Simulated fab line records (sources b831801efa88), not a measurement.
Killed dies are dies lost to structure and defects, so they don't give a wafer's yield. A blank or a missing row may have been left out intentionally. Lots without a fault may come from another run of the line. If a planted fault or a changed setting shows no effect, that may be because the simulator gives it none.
Which tool was responsible? | flow sky130 | 13 lots with 39 wafers sampled at 5 steps, on a route of 708 steps

## WHAT EACH GAUGE READ, for each wafer
SKY_LOCAL_INTERCONNECT_RS_MEAS_01: a four-point-probe measurement.
lot  | measured     | on           | LOCAL_INTERCONNECT_TIN_RS (ohm/sq)
L852 | day 29 04:43 | filmMetro-03 | 14.16 14.22 14.21
L854 | day 29 16:44 | filmMetro-01 | 14.01 14.07 14.01
L856 | day 30 12:37 | filmMetro-01 | 14.29 13.98 14.12
L861 | day 32 02:18 | filmMetro-04 | 14.25 14.33 14.19
L862 | day 32 14:25 | filmMetro-03 | 14.24 14.10 14.28
L863 | day 32 21:10 | filmMetro-03 | 13.84 13.86 13.91
L865 | day 33 11:15 | filmMetro-04 | 13.87 13.91 14.09
L867 | day 33 19:00 | filmMetro-01 | 14.12 14.15 14.15
L868 | day 34 06:26 | filmMetro-03 | 13.94 13.96 14.06
L869 | day 34 12:49 | filmMetro-03 | 14.04 14.03 14.07
L872 | day 35 19:59 | filmMetro-01 | 14.46 14.24 14.26
L873 | day 36 07:08 | filmMetro-01 | 14.10 13.84 14.00
L874 | day 37 00:13 | filmMetro-01 | 14.18 14.12 14.17

SKY_LOCAL_INTERCONNECT_THK_MEAS_02: measures by xrf.
lot  | measured     | on           | LOCAL_INTERCONNECT_TIN_THK (nm)
L852 | day 29 04:50 | filmMetro-03 | 98.9 98.2 98.3
L854 | day 29 16:50 | filmMetro-01 | 99.3 99.1 99.8
L856 | day 30 12:44 | filmMetro-01 | 98.0 99.9 99.0
L861 | day 32 02:25 | filmMetro-04 | 98.6 97.9 98.5
L862 | day 32 14:31 | filmMetro-03 | 98.3 99.0 97.9
L863 | day 32 21:17 | filmMetro-03 | 101.3 100.1 100.7
L865 | day 33 11:22 | filmMetro-04 | 101.2 100.4 99.3
L867 | day 33 19:07 | filmMetro-01 | 98.4 98.0 98.3
L868 | day 34 06:32 | filmMetro-03 | 99.8 99.5 99.6
L869 | day 34 12:56 | filmMetro-03 | 99.0 99.7 99.1
L872 | day 35 20:06 | filmMetro-01 | 97.0 98.2 97.7
L873 | day 36 07:15 | filmMetro-01 | 98.7 100.3 99.6
L874 | day 37 00:19 | filmMetro-01 | 98.5 99.0 98.5

SKY_CONTACT_THK_MEAS_01.
lot  | measured     | on           | CONTACT_CVD_00_THK (nm)
L852 | day 30 08:46 | filmMetro-03 | 73.9 75.0 75.6
L854 | day 30 20:01 | filmMetro-04 | 74.1 75.8 75.4
L856 | day 31 16:58 | filmMetro-04 | 73.1 74.4 73.3
L861 | day 33 06:00 | filmMetro-04 | 73.6 73.6 75.3
L862 | day 33 17:23 | filmMetro-03 | 74.2 73.5 75.2
L863 | day 34 01:10 | filmMetro-03 | 74.5 75.3 75.2
L865 | day 34 14:35 | filmMetro-04 | 74.9 75.0 76.9
L867 | day 34 22:10 | filmMetro-03 | 74.4 75.6 75.7
L868 | day 35 10:10 | filmMetro-03 | 73.9 75.4 76.8
L869 | day 35 16:13 | filmMetro-02 | 74.6 74.9 75.1
L872 | day 36 22:55 | filmMetro-04 | 74.5 74.0 76.0
L873 | day 37 09:37 | filmMetro-04 | 73.4 73.6 76.3
L874 | day 38 03:31 | filmMetro-02 | 74.1 76.2 75.3

## TOOL THAT RAN EACH LOT (tool first, then ch and the chambers of the sampled wafers, then the start)
lot  | SKY_LOCAL_INTERCONNECT_COAT_06   | SKY_LOCAL_INTERCONNECT_STRIP_15
L852 | lithoTrack-04 ch 0, day 29 17:00 | plasmaAsher-04 ch 0,1, day 30 08:08
L854 | lithoTrack-03 ch 0, day 30 06:00 | plasmaAsher-03 ch 0,1, day 30 19:22
L856 | lithoTrack-04 ch 0, day 31 02:00 | plasmaAsher-03 ch 0,1, day 31 16:20
L861 | lithoTrack-04 ch 0, day 32 15:00 | plasmaAsher-02 ch 0,1, day 33 05:22
L862 | lithoTrack-04 ch 0, day 33 02:00 | plasmaAsher-04 ch 0,1, day 33 16:46
L863 | lithoTrack-04 ch 0, day 33 10:00 | plasmaAsher-02 ch 0,1, day 34 00:32
L865 | lithoTrack-03 ch 0, day 34 00:00 | plasmaAsher-02 ch 1, day 34 13:56
L867 | lithoTrack-01 ch 0, day 34 07:00 | plasmaAsher-02 ch 0,1, day 34 21:26
L868 | lithoTrack-03 ch 0, day 34 20:00 | plasmaAsher-03 ch 0, day 35 09:29
L869 | lithoTrack-01 ch 0, day 35 02:00 | plasmaAsher-04 ch 0,1, day 35 15:35
L872 | lithoTrack-03 ch 0, day 36 08:00 | plasmaAsher-04 ch 0,1, day 36 22:17
L873 | lithoTrack-01 ch 0, day 36 19:00 | plasmaAsher-02 ch 0,1, day 37 08:59
L874 | lithoTrack-04 ch 0, day 37 13:00 | plasmaAsher-04 ch 0,1, day 38 02:54
- SKY_LOCAL_INTERCONNECT_COAT_06: resist thk 450 nm.
- SKY_LOCAL_INTERCONNECT_STRIP_15: strips in O2/N2.

## WHAT THE TOOLS THEMSELVES READ (means of the sampled wafers that have a number; where no wafer has one, the mark that the record gives instead)
SKY_LOCAL_INTERCONNECT_COAT_06.
lot  | tool          | spinSpeedRpm (rpm)
L852 | lithoTrack-04 | 2999.6
L854 | lithoTrack-03 | 2997.3
L856 | lithoTrack-04 | 3000.9
L861 | lithoTrack-04 | 3239.7
L862 | lithoTrack-04 | 3236.8
L863 | lithoTrack-04 | 3238.9
L865 | lithoTrack-03 | 3002.1
L867 | lithoTrack-01 | 3000.6
L868 | lithoTrack-03 | 3001.4
L869 | lithoTrack-01 | 2999.9
L872 | lithoTrack-03 | 3003.4
L873 | lithoTrack-01 | 2999.0
L874 | lithoTrack-04 | 2996.7

SKY_LOCAL_INTERCONNECT_STRIP_15.
lot  | tool           | drypumpMotorCurrentA (A) | oesProductAu (a.u.) | stripTimeToEndpointS (s)
L852 | plasmaAsher-04 | 5.93                     | 0.431               | 4.725
L854 | plasmaAsher-03 | 5.83                     | 0.422               | 4.741
L856 | plasmaAsher-03 | 6.03                     | 0.433               | 4.751
L861 | plasmaAsher-02 | 5.74                     | 0.425               | 4.578
L862 | plasmaAsher-04 | 5.92                     | 0.422               | 4.537
L863 | plasmaAsher-02 | 5.75                     | 0.426               | 4.578
L865 | plasmaAsher-02 | 5.91                     | 0.429               | 4.734
L867 | plasmaAsher-02 | 5.81                     | 0.420               | 4.718
L868 | plasmaAsher-03 | 5.62                     | 0.430               | 4.756
L869 | plasmaAsher-04 | 5.93                     | 0.428               | 4.702
L872 | plasmaAsher-04 | 5.91                     | 0.425               | 4.711
L873 | plasmaAsher-02 | 5.84                     | 0.429               | 4.739
L874 | plasmaAsher-04 | 5.92                     | 0.426               | 4.735

## THE ANSWER, worked out from the rows above alone
Rule: what is usual is taken from the lots themselves. The widest of any qualifying gaps counts: lots, ordered by their means at a reading, are off when they make up no more than a third of the lots, leave a main group of 4 or more, and stand apart from it by 3 or more times the standard deviation of that group's means. The tables above print the reading to a certain number of digits; a main group whose means all agree to those digits is not used. A lot without any number at a reading at which 4 lots or more have one is off too. All remaining lots with rows at the step are treated as sound. The gauges are gone through in route order, then the tools' own readings, and for those a lot's mean is taken as printed above. At the first step where some lot is off, the reading lying furthest off is the one used; lots without a number count as furthest.
Off: L861, L862, L863, at SKY_LOCAL_INTERCONNECT_COAT_06 (spinSpeedRpm). For the main group the mean is 3000.1 rpm and the standard deviation 2.
A tool fits if, at that step or a process step before it, it ran every lot that is off, and no sound lot after the first of them. Not one of the candidates tried fits.

## WHAT WAS PUT IN BY THE SIMULATOR
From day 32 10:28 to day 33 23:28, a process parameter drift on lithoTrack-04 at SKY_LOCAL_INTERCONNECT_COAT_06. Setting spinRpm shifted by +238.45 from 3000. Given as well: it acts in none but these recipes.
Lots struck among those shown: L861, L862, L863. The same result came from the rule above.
